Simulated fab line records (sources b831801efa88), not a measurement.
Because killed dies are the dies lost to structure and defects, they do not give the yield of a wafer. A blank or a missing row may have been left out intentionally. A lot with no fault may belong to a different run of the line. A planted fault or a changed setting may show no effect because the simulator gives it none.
fab line records | flow sky130
record: lots: 6 | wafers: 18 | lastDay: 49
route steps=708 shown SONOS_TUNNEL@158 SONOS_ONO@168 PAD_OPEN@708
lots that met no fault: taken from a fault-free run of the same line
startH: the number of hours between the record's first day and the start of the first shown wafer of the lot | waitH: hours elapsed since this lot's preceding step | " the same as in the row above | L1.1+2: several wafers, shown together as one row | - no value present, or no start provided | * or withheld: withheld | < > ~ a bound
route shown NAME@n: names a module that has steps shown in the file, with the first one's number in the route | usual: average and standard deviation across the fault-free wafers | same: alike in all rows | chamber/n: place in a boat | sites: readings site by site | _std_site: how widely they spread, as a standard deviation | _edge_site: the outer-site mean with the inner-site mean subtracted | radiusMm: for every site, how far away it sits from the centre of the wafer | mask NAME#n: copy n | behind: the tool/chamber that last shaped the wafer | hold: the reason the lot was held/the length of the hold in hours/how it ended | device: which transistor (n, p or np) failed to switch | end of line: the route-end tests of the same wafers | where a step has no rows: the recipe by itself | killed: not the wafer's yield, but the dies lost to structure and defects at the first sort | map: shows each die of a wafer: x if killed, . if not, _ if none is there
set.NAME: the setting as run; set.NAME@STEP: as run at that earlier step | model.NAME: the simulator's own value behind a step, which no gauge read
lots at selected steps of the route; one table per step, one row per wafer
services: from which hour (startH, from the record's first day; less than 0 if before it) a tool's chamber was out of use, for how many hours, and why
== steps ==
step: SKY_SONOS_TUNNEL_EXPOSE_04
recipe: maskId: TUNM | na: 0.6 | sourceShape: conventional | sigmaOuter: 0.6 | polarization: unpolarized | targetCdNm: 410 | doseMj: 136
step: SKY_SONOS_TUNNEL_PEB_05
recipe: tempC: withheld | timeS: * | resist: NOVOLAK
step: SKY_SONOS_TUNNEL_DEVELOP_06
recipe: resist: NOVOLAK | developer: TMAH | developTimeS: 60 | devTempC: 23
step: SKY_SONOS_TUNNEL_CD_MEAS_07
recipe: targetCdNm: 410
usual: cdNm: 410.1/2.2
lot.wafer | tool     | chamber | startH | waitH | cdNm
L361.2    | cdSem-01 | -       | 278.34 | 0.1   | 413.8
L361.4    | "        | -       | "      | "     | 413.5
L361.6    | "        | -       | "      | "     | 413.6
L363.2    | cdSem-02 | -       | 285.13 | 0.1   | 410.8
L363.3    | "        | -       | "      | "     | 411.6
L363.4    | "        | -       | "      | "     | 408.5
L364.1    | cdSem-02 | -       | 298.51 | 0.1   | 410.7
L364.3    | "        | -       | "      | "     | 410.9
L364.5    | "        | -       | "      | "     | 412.1
L368.2    | cdSem-01 | -       | 337.26 | 0.1   | 409.9
L368.4    | "        | -       | "      | "     | 408.8
L368.5    | "        | -       | "      | "     | 409.0
L373.4    | cdSem-01 | -       | 371.33 | 0.1   | 410.0
L373.5    | "        | -       | "      | "     | 410.1
L373.6    | "        | -       | "      | "     | 409.0
L374.1    | cdSem-02 | -       | 379.91 | 0.1   | 406.9
L374.3    | "        | -       | "      | "     | 408.6
L374.6    | "        | -       | "      | "     | 408.6
step: SKY_SONOS_TUNNEL_OVL_MEAS_08
usual: SONOS_TUNNEL_OVL: 0.0/1.5
lot.wafer | tool       | chamber | startH | waitH | SONOS_TUNNEL_OVL[nm]
L361.2    | overlay-01 | -       | 278.44 | 0.1   | -0.5
L361.4    | "          | -       | "      | "     | -2.0
L361.6    | "          | -       | "      | "     | -1.4
L363.2    | overlay-01 | -       | 285.24 | 0.1   | -0.3
L363.3    | "          | -       | "      | "     | -0.1
L363.4    | "          | -       | "      | "     | -1.1
L364.1    | overlay-01 | -       | 298.63 | 0.1   | 0.4
L364.3    | "          | -       | "      | "     | -0.1
L364.5    | "          | -       | "      | "     | 0.3
L368.2    | overlay-02 | -       | 337.36 | 0.1   | -0.2
L368.4    | "          | -       | "      | "     | -1.0
L368.5    | "          | -       | "      | "     | 0.7
L373.4    | overlay-01 | -       | 371.40 | 0.1   | 0.8
L373.5    | "          | -       | "      | "     | 1.5
L373.6    | "          | -       | "      | "     | 1.3
L374.1    | overlay-02 | -       | 380.03 | 0.1   | 0.2
L374.3    | "          | -       | "      | "     | 0.7
L374.6    | "          | -       | "      | "     | 0.7
step: SKY_SONOS_TUNNEL_IMPLANT_09
recipe: species: B | energyKev: 20 | doseCm2: 1e+12 | tiltDeg: withheld
step: SKY_SONOS_TUNNEL_WET_ETCH_10
recipe: chemistry: dHF | targetDepthNm: 14 | target: SiO2 | dilution: 100:1 | tempC: 25 | timeS: 280
step: SKY_SONOS_TUNNEL_STRIP_11
recipe: chemistry: SPM | timeS: 600 | tempC: 130
step: SKY_SONOS_TUNNEL_TW_MEAS_12
usual: SONOS_TUNNEL_TW: 197.2/2.1
lot.wafer | tool         | chamber | startH | waitH | SONOS_TUNNEL_TW
L361.2    | filmMetro-03 | -       | 278.89 | 0.0   | 197.3
L361.4    | "            | -       | "      | "     | 199.0
L361.6    | "            | -       | "      | "     | 197.9
L363.2    | filmMetro-03 | -       | 285.70 | 0.0   | 197.2
L363.3    | "            | -       | "      | "     | 196.0
L363.4    | "            | -       | "      | "     | 196.7
L364.1    | filmMetro-03 | -       | 299.08 | 0.0   | 196.3
L364.3    | "            | -       | "      | "     | 198.8
L364.5    | "            | -       | "      | "     | 198.3
L368.2    | filmMetro-02 | -       | 337.83 | 0.0   | 194.5
L368.4    | "            | -       | "      | "     | 195.6
L368.5    | "            | -       | "      | "     | 194.7
L373.4    | filmMetro-01 | -       | 371.88 | 0.0   | 199.6
L373.5    | "            | -       | "      | "     | 199.7
L373.6    | "            | -       | "      | "     | 200.4
L374.1    | filmMetro-02 | -       | 380.50 | 0.0   | 196.1
L374.3    | "            | -       | "      | "     | 195.3
L374.6    | "            | -       | "      | "     | 195.7
step: SKY_SONOS_TUNNEL_CLEAN_13
recipe: chemistry: dHF | timeS: 20 | dilution: 100:1 | dry: ipaMarangoni
step: SKY_SONOS_ONO_OXIDATION_00
recipe: tempC: 800 | ambient: O2 | idleTempC: 700 | rampUpCPerMin: 10 | rampDownCPerMin: 3 | stabiliseS: 600 | purgeS: 300 | targetThkA: 26 | oxTimeS: 1249
step: SKY_SONOS_ONO_THK_MEAS_01
recipe: reads: SiO2_of_SONOS_ONO_OXIDATION_00
usual: SONOS_ONO_OXIDATION_THK: 2.62/0.059
lot.wafer | tool         | chamber | startH | waitH | SONOS_ONO_OXIDATION_THK[nm]
L361.2    | filmMetro-03 | -       | 280.32 | 0.0   | 2.61
L361.4    | "            | -       | "      | "     | 2.58
L361.6    | "            | -       | "      | "     | 2.59
L363.2    | filmMetro-01 | -       | 287.97 | 0.0   | 2.66
L363.3    | "            | -       | "      | "     | 2.67
L363.4    | "            | -       | "      | "     | 2.67
L364.1    | filmMetro-01 | -       | 300.59 | 0.0   | 2.56
L364.3    | "            | -       | "      | "     | 2.59
L364.5    | "            | -       | "      | "     | 2.66
L368.2    | filmMetro-03 | -       | 339.25 | 0.0   | 2.65
L368.4    | "            | -       | "      | "     | 2.69
L368.5    | "            | -       | "      | "     | 2.73
L373.4    | filmMetro-03 | -       | 375.42 | 0.0   | 2.71
L373.5    | "            | -       | "      | "     | 2.62
L373.6    | "            | -       | "      | "     | 2.68
L374.1    | filmMetro-03 | -       | 383.54 | 0.0   | 2.64
L374.3    | "            | -       | "      | "     | 2.61
L374.6    | "            | -       | "      | "     | 2.71
step: SKY_SONOS_ONO_CVD_02
recipe: material: Si3N4 | precursor: DCS/NH3 | targetThkNm: 10.5 | tempC: 770 | timeS: 180 | pressureMtorr: 250
usual: spikeTcBottomC: 791.5/0.97 | spikeTcCentreC: 770.0/1.1 | spikeTcLowerC: 770.4/1 | spikeTcTopC: 782.5/2.9 | spikeTcUpperC: 770.6/1.1 | susceptorTempC: 770.1/0.39 | zonePowerCentrePct: 11.9/0.34
same: timeS: 180
lot.wafer | tool     | chamber | startH | waitH | spikeTcBottomC | spikeTcCentreC | spikeTcLowerC | spikeTcTopC | spikeTcUpperC | susceptorTempC | zonePowerCentrePct | model.Si3N4_of_SONOS_ONO_CVD_02.thkNm
L361.2    | lpcvd-02 | 0       | 282.50 | 2.2   | 791.5          | 770.4          | 769.6         | 781.8       | 771.9         | 769.9          | 11.6               | 10.46
L361.4    | "        | 0       | "      | "     | 793.3          | 770.1          | 770.0         | 780.2       | 770.7         | 770.0          | 11.5               | 10.41
L361.6    | "        | 0       | "      | "     | 790.7          | 772.0          | 770.8         | 778.8       | 771.0         | 770.2          | 11.4               | 10.47
L363.2    | lpcvd-02 | 1       | 290.98 | 3.0   | 790.9          | 769.5          | 769.5         | 784.9       | 770.9         | 769.9          | 12.5               | 10.36
L363.3    | "        | 1       | "      | "     | 791.3          | 768.7          | 769.8         | 785.8       | 769.2         | 770.3          | 12.2               | 10.49
L363.4    | "        | 1       | "      | "     | 791.4          | 770.4          | 770.9         | 784.0       | 770.4         | 769.7          | 12.0               | 10.37
L364.1    | lpcvd-02 | 1       | 300.82 | 0.2   | 792.9          | 771.5          | 770.7         | 786.5       | 769.0         | 770.2          | 12.3               | 10.38
L364.3    | "        | 1       | "      | "     | 790.3          | 769.1          | 769.2         | 785.1       | 770.3         | 770.2          | 12.1               | 10.31
L364.5    | "        | 1       | "      | "     | 791.2          | 768.1          | 772.0         | 782.3       | 769.9         | 770.6          | 12.1               | 10.26
L368.2    | lpcvd-02 | 1       | 339.30 | 0.0   | 791.5          | 770.2          | 768.9         | 784.3       | 771.7         | 769.7          | 12.2               | 10.46
L368.4    | "        | 1       | "      | "     | 791.6          | 770.2          | 770.8         | 784.3       | 771.3         | 769.5          | 12.2               | 10.54
L368.5    | "        | 1       | "      | "     | 791.1          | 769.3          | 770.3         | 785.6       | 772.0         | 769.1          | 12.2               | 10.36
L373.4    | lpcvd-02 | 0       | 376.52 | 1.1   | 812.7          | 792.8          | 791.2         | 798.2       | 791.7         | 789.9          | 12.2               | 15.29
L373.5    | "        | 0       | "      | "     | 810.0          | 790.7          | 789.6         | 798.8       | 790.9         | 790.2          | 12.2               | 15.3
L373.6    | "        | 0       | "      | "     | 812.8          | 791.1          | 791.1         | 799.3       | 792.1         | 790.4          | 12.1               | 15.35
L374.1    | lpcvd-02 | 0       | 383.60 | 0.1   | 811.9          | 790.7          | 792.3         | 798.9       | 792.0         | 790.6          | 12.1               | 15.1
L374.3    | "        | 0       | "      | "     | 811.1          | 790.3          | 791.0         | 799.0       | 789.4         | 791.1          | 12.2               | 15.08
L374.6    | "        | 0       | "      | "     | 811.8          | 789.9          | 793.7         | 796.8       | 792.0         | 790.7          | 12.0               | 15.16
step: SKY_SONOS_ONO_THK_MEAS_03
recipe: reads: Si3N4_of_SONOS_ONO_CVD_02
usual: SONOS_ONO_CVD_02_THK: 10.46/0.14
lot.wafer | tool         | chamber | startH | waitH | hold                    | SONOS_ONO_CVD_02_THK[nm]
L361.2    | filmMetro-03 | -       | 283.56 | 0.0   | -                       | 10.42
L361.4    | "            | -       | "      | "     | -                       | 10.41
L361.6    | "            | -       | "      | "     | -                       | 10.48
L363.2    | filmMetro-04 | -       | 292.04 | 0.0   | -                       | 10.38
L363.3    | "            | -       | "      | "     | -                       | 10.44
L363.4    | "            | -       | "      | "     | -                       | 10.38
L364.1    | filmMetro-04 | -       | 301.87 | 0.0   | -                       | 10.42
L364.3    | "            | -       | "      | "     | -                       | 10.31
L364.5    | "            | -       | "      | "     | -                       | 10.28
L368.2    | filmMetro-01 | -       | 340.36 | 0.0   | -                       | 10.46
L368.4    | "            | -       | "      | "     | -                       | 10.51
L368.5    | "            | -       | "      | "     | -                       | 10.38
L373.4    | filmMetro-03 | -       | 377.60 | 0.0   | awaitDispo/0.2h/release | 15.24
L373.5    | "            | -       | "      | "     | awaitDispo/0.2h/release | 15.26
L373.6    | "            | -       | "      | "     | awaitDispo/0.2h/release | 15.35
L373.4    | filmMetro-03 | -       | 377.82 | 0.2   | -                       | 15.33
L373.5    | "            | -       | "      | "     | -                       | 15.30
L373.6    | "            | -       | "      | "     | -                       | 15.32
L374.1    | filmMetro-04 | -       | 384.65 | 0.0   | awaitDispo/0.2h/release | 15.15
L374.3    | "            | -       | "      | "     | awaitDispo/0.2h/release | 15.07
L374.6    | "            | -       | "      | "     | awaitDispo/0.2h/release | 15.19
L374.1    | filmMetro-04 | -       | 384.88 | 0.2   | -                       | 15.07
L374.3    | "            | -       | "      | "     | -                       | 15.01
L374.6    | "            | -       | "      | "     | -                       | 15.15
step: SKY_PAD_OPEN_PROBE_99
usual: killed_at_M0_to_M3: 42/6.6 | killed_at_M4_up: 3.1/1.9 | killedAtContacts: 25/5.7 | killedAtFrontEnd: 16/5 | killedDies: 86/9.6 | killedOpen: 47/7.2 | killedShort: 39/6.2
same: grossDies: 492 | killedAtBackSide: 0 | killedAtOther: 0
lot.wafer | tool      | chamber | startH  | waitH | killed_at_M0_to_M3 | killed_at_M4_up | killedAtContacts | killedAtFrontEnd | killedDies | killedOpen | killedShort | model.etest.nfet_16v.rOnOhmUm | model.etest.pfet_16v.rOnOhmUm | model.etest.pfetG5v0d10v5.rOnOhmUm | model.etest.nfetG5v0d10v5.rOnOhmUm | model.etest.nfetG5v0d10v5.driveUaUm | model.etest.tipSonos.rsOhmSq | model.etest.sonosErased.driveUaUm | model.etest.nfet_05v0_nvt.driveUaUm
L361.2    | prober-01 | -       | 1099.98 | 0.1   | 52                 | 1               | 17               | 6                | 76         | 37         | 39          | 1.396e+04                     | 1.484e+04                     | 4730                               | 1888                               | 592.5                               | 2750                         | 185.6                             | 566.5
L361.4    | prober-01 | -       | 1100.08 | 0.2   | 35                 | 2               | 27               | 5                | 69         | 42         | 27          | 1.405e+04                     | 1.498e+04                     | 4757                               | 1889                               | 593.4                               | 2708                         | 199.5                             | 570.4
L361.6    | prober-01 | -       | 1100.18 | 0.2   | 43                 | 2               | 25               | 7                | 77         | 34         | 43          | 1.419e+04                     | 1.548e+04                     | 4808                               | 1901                               | 585.8                               | 2758                         | 191.1                             | 556.9
L363.2    | prober-01 | -       | 1105.55 | 0.1   | 42                 | 2               | 19               | 8                | 71         | 35         | 36          | 1.387e+04                     | 1.53e+04                      | 4790                               | 1879                               | 600.6                               | 2803                         | 177.6                             | 571.7
L363.3    | prober-01 | -       | 1105.60 | 0.2   | 44                 | 2               | 19               | 12               | 77         | 46         | 31          | 1.367e+04                     | 1.506e+04                     | 4782                               | 1868                               | 600.2                               | 2786                         | 196.4                             | 570.8
L363.4    | prober-01 | -       | 1105.65 | 0.2   | 45                 | 4               | 22               | 8                | 79         | 41         | 38          | 1.378e+04                     | 1.522e+04                     | 4787                               | 1866                               | 611.5                               | 2730                         | 181.6                             | 581.3
L364.1    | prober-02 | -       | 1118.86 | 0.1   | 49                 | 5               | 29               | 15               | 98         | 54         | 44          | 1.39e+04                      | 1.548e+04                     | 4730                               | 1873                               | 610.1                               | 2593                         | 166.5                             | 588.8
L364.3    | prober-02 | -       | 1118.96 | 0.2   | 42                 | 2               | 26               | 14               | 84         | 42         | 42          | 1.382e+04                     | 1.532e+04                     | 4716                               | 1859                               | 616.9                               | 2641                         | 175.6                             | 584.2
L364.5    | prober-02 | -       | 1119.06 | 0.2   | 38                 | 1               | 24               | 21               | 84         | 54         | 30          | 1.4e+04                       | 1.539e+04                     | 4726                               | 1858                               | 616.8                               | 2640                         | 202.9                             | 586.3
L368.2    | prober-02 | -       | 1147.73 | 0.1   | 38                 | 2               | 42               | 9                | 91         | 48         | 43          | 1.434e+04                     | 1.547e+04                     | 4761                               | 1874                               | 608.4                               | 2789                         | 185.6                             | 576.2
L368.4    | prober-02 | -       | 1147.83 | 0.2   | 33                 | 1               | 21               | 19               | 74         | 44         | 30          | 1.423e+04                     | 1.613e+04                     | 4722                               | 1862                               | 615.2                               | 2708                         | 182.1                             | 580.9
L368.5    | prober-02 | -       | 1147.88 | 0.2   | 52                 | 2               | 26               | 14               | 94         | 55         | 39          | 1.432e+04                     | 1.558e+04                     | 4781                               | 1891                               | 602.9                               | 2767                         | 167.3                             | 577.9
L373.4    | prober-01 | -       | 1167.89 | 0.2   | 45                 | 0               | 19               | 14               | 78         | 40         | 38          | -                             | -                             | -                                  | -                                  | -                                   | -                            | -                                 | -
L373.5    | prober-01 | -       | 1167.94 | 0.2   | 39                 | 4               | 20               | 21               | 84         | 35         | 49          | -                             | -                             | -                                  | -                                  | -                                   | -                            | -                                 | -
L373.6    | prober-01 | -       | 1167.99 | 0.2   | 46                 | 2               | 28               | 16               | 92         | 54         | 38          | -                             | -                             | -                                  | -                                  | -                                   | -                            | -                                 | -
L374.1    | prober-02 | -       | 1177.05 | 0.1   | 32                 | 1               | 21               | 21               | 75         | 41         | 34          | 1.828e+04                     | 1.628e+04                     | 5405                               | 2463                               | 396.4                               | 2980                         | 52.54                             | 425.9
L374.3    | prober-02 | -       | 1177.15 | 0.2   | 35                 | 4               | 36               | 17               | 92         | 61         | 31          | 1.814e+04                     | 1.627e+04                     | 5371                               | 2409                               | 401                                 | 2926                         | 43.67                             | 427.7
L374.6    | prober-02 | -       | 1177.30 | 0.2   | 48                 | 6               | 27               | 18               | 99         | 60         | 39          | 1.825e+04                     | 1.605e+04                     | 5430                               | 2446                               | 399.9                               | 2938                         | 44.4                              | 427.5
killed by level:class
L361.2 VIA1:geometricParticle:open=10 VIA1:geometricParticle:short=9 CONTACT:geometricParticle:open=7 METAL2:geometricParticle:short=7 VIA3:geometricParticle:open=6 METAL1:geometricParticle:short=6 METAL3:geometricParticle:short=5 LI_CONTACT:geometricParticle:open=4
L361.4 VIA1:geometricParticle:open=10 CONTACT:geometricParticle:open=9 LI_CONTACT:geometricParticle:open=8 CONTACT:geometricParticle:short=6 VIA2:geometricParticle:open=6 VIA2:geometricParticle:short=5 VIA3:geometricParticle:open=5 LOCAL_INTERCONNECT:geometricParticle:short=3
L361.6 VIA1:geometricParticle:short=10 CONTACT:geometricParticle:open=8 VIA3:geometricParticle:open=7 VIA1:geometricParticle:open=7 LOCAL_INTERCONNECT:geometricParticle:short=6 LI_CONTACT:geometricParticle:open=4 METAL1:geometricParticle:short=4 METAL3:geometricParticle:short=4
L363.2 VIA3:geometricParticle:open=8 LI_CONTACT:geometricParticle:open=7 VIA1:geometricParticle:open=7 VIA1:geometricParticle:short=6 VIA2:geometricParticle:open=5 METAL1:geometricParticle:short=5 LI_CONTACT:geometricParticle:short=4 LOCAL_INTERCONNECT:geometricParticle:short=4
L363.3 VIA1:geometricParticle:open=13 VIA2:geometricParticle:open=10 CONTACT:geometricParticle:open=7 FIELD_ISO:geometricParticle:open=6 LOCAL_INTERCONNECT:geometricParticle:short=5 METAL1:geometricParticle:short=5 LI_CONTACT:geometricParticle:open=4 VIA2:geometricParticle:short=4
L363.4 VIA1:geometricParticle:open=11 METAL2:geometricParticle:short=8 CONTACT:geometricParticle:short=7 VIA2:geometricParticle:open=6 CONTACT:geometricParticle:open=5 METAL1:geometricParticle:short=4 LI_CONTACT:geometricParticle:open=4 VIA1:geometricParticle:short=4
L364.1 CONTACT:geometricParticle:open=12 VIA1:geometricParticle:open=12 VIA2:geometricParticle:open=9 LI_CONTACT:geometricParticle:open=7 CONTACT:geometricParticle:short=7 METAL2:geometricParticle:short=7 VIA1:geometricParticle:short=5 VIA3:geometricParticle:short=5
L364.3 VIA1:geometricParticle:open=9 LI_CONTACT:geometricParticle:open=7 VIA2:geometricParticle:open=7 FIELD_ISO:geometricParticle:short=6 CONTACT:geometricParticle:open=6 METAL1:geometricParticle:short=6 VIA1:geometricParticle:short=6 LOCAL_INTERCONNECT:geometricParticle:short=4
L364.5 CONTACT:geometricParticle:open=15 VIA1:geometricParticle:open=10 VIA3:geometricParticle:open=9 FIELD_ISO:geometricParticle:short=6 METAL2:geometricParticle:short=5 VIA2:geometricParticle:open=5 FIELD_ISO:geometricParticle:open=4 CONTACT:geometricParticle:short=4
L368.2 CONTACT:geometricParticle:open=12 CONTACT:geometricParticle:short=9 LI_CONTACT:geometricParticle:open=8 VIA1:geometricParticle:open=8 METAL1:geometricParticle:short=7 LI_CONTACT:geometricParticle:short=6 VIA2:geometricParticle:open=6 FIELD_ISO:geometricParticle:short=5
L368.4 FIELD_ISO:geometricParticle:open=9 CONTACT:geometricParticle:open=9 LI_CONTACT:geometricParticle:open=6 METAL2:geometricParticle:short=6 VIA1:geometricParticle:short=6 VIA3:geometricParticle:open=5 VIA2:geometricParticle:open=5 CONTACT:geometricParticle:short=3
L368.5 CONTACT:geometricParticle:open=10 VIA1:geometricParticle:open=10 VIA2:geometricParticle:open=8 LI_CONTACT:geometricParticle:open=7 VIA3:geometricParticle:open=7 CONTACT:geometricParticle:short=5 METAL1:geometricParticle:short=5 METAL2:geometricParticle:short=5
L373.4 VIA1:geometricParticle:open=10 METAL2:geometricParticle:short=7 VIA1:geometricParticle:short=6 LI_CONTACT:geometricParticle:open=5 CONTACT:geometricParticle:open=5 CONTACT:geometricParticle:short=4 METAL1:geometricParticle:short=4 VIA2:geometricParticle:open=4
L373.5 POLY_GATE:geometricParticle:short=9 METAL2:geometricParticle:short=7 CONTACT:geometricParticle:short=7 VIA1:geometricParticle:open=7 VIA1:geometricParticle:short=7 CONTACT:geometricParticle:open=5 VIA2:geometricParticle:open=5 LOCAL_INTERCONNECT:geometricParticle:short=4
L373.6 CONTACT:geometricParticle:open=16 VIA1:geometricParticle:open=13 LI_CONTACT:geometricParticle:open=6 VIA2:geometricParticle:short=6 POLY_GATE:geometricParticle:short=5 VIA1:geometricParticle:short=5 METAL2:geometricParticle:short=5 VIA3:geometricParticle:open=5
L374.1 VIA1:geometricParticle:open=8 VIA3:geometricParticle:open=8 FIELD_ISO:geometricParticle:short=7 LI_CONTACT:geometricParticle:open=7 LOCAL_INTERCONNECT:geometricParticle:short=6 POLY_GATE:geometricParticle:short=5 FIELD_ISO:geometricParticle:open=4 SPACER:geometricParticle:open=4
L374.3 CONTACT:geometricParticle:open=16 LI_CONTACT:geometricParticle:open=12 METAL1:geometricParticle:short=10 VIA1:geometricParticle:open=9 LOCAL_INTERCONNECT:geometricParticle:short=6 VIA2:geometricParticle:open=5 FIELD_ISO:geometricParticle:open=4 VIA3:geometricParticle:open=4
L374.6 VIA1:geometricParticle:open=11 CONTACT:geometricParticle:open=9 VIA3:geometricParticle:open=8 LI_CONTACT:geometricParticle:open=7 CONTACT:geometricParticle:short=7 FIELD_ISO:geometricParticle:open=6 METAL1:geometricParticle:short=6 METAL1:geometricParticle:open=5
== services ==
tool     | chamber | startH | hours | kind
lpcvd-02 | -       | 278.44 | 2.7   | repair
== key ==
firstSign: step: SKY_SONOS_ONO_CVD_02 | reading: susceptorTempC | direction: up | sigmas: 53 | usual: * | struck: *
effect: step: SKY_SONOS_ONO_CVD_02 | reading: spikeTcBottomC | direction: up | sigmas: 21 | usual: 791.5 | struck: 811.7
effect: step: SKY_SONOS_ONO_THK_MEAS_03 | reading: visit | direction: added
effect: step: SKY_SONOS_ONO_THK_MEAS_03 | reading: SONOS_ONO_CVD_02_THK | direction: up | sigmas: 34 | usual: 10.46 | struck: 15.21
modelEffect: step: SKY_SONOS_ONO_CVD_02 | value: Si3N4_of_SONOS_ONO_CVD_02.thkNm | without: 10.35 | struck: 15.22
modelEffect: step: SKY_PAD_OPEN_PROBE_99 | value: etest.nfet_16v.rOnOhmUm | without: 1.454e+04 | struck: 1.822e+04
metAt SKY_SONOS_ONO_CVD_02
struckWafers L373.4,L373.5,L373.6,L374.1,L374.3,L374.6
testerLeftOut L373,L374
onsetBetween 282.50 376.52
fault: kind: processParameterDrift | tool: lpcvd-02 | chamber: 0 | onsetH: 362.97 | steps: SKY_SONOS_ONO_CVD_02 | channel: tempC | offset: * | shape: step | endH: 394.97 | actsIn: * | stated: *
testerLeftOut: of these lots the tester's yield and bins aren't shown, on N5 and GAA mostly nor the transistor test; their killed dies are dies lost to structure and defects alone, not to doping, threshold or leakage, so they don't give the yield
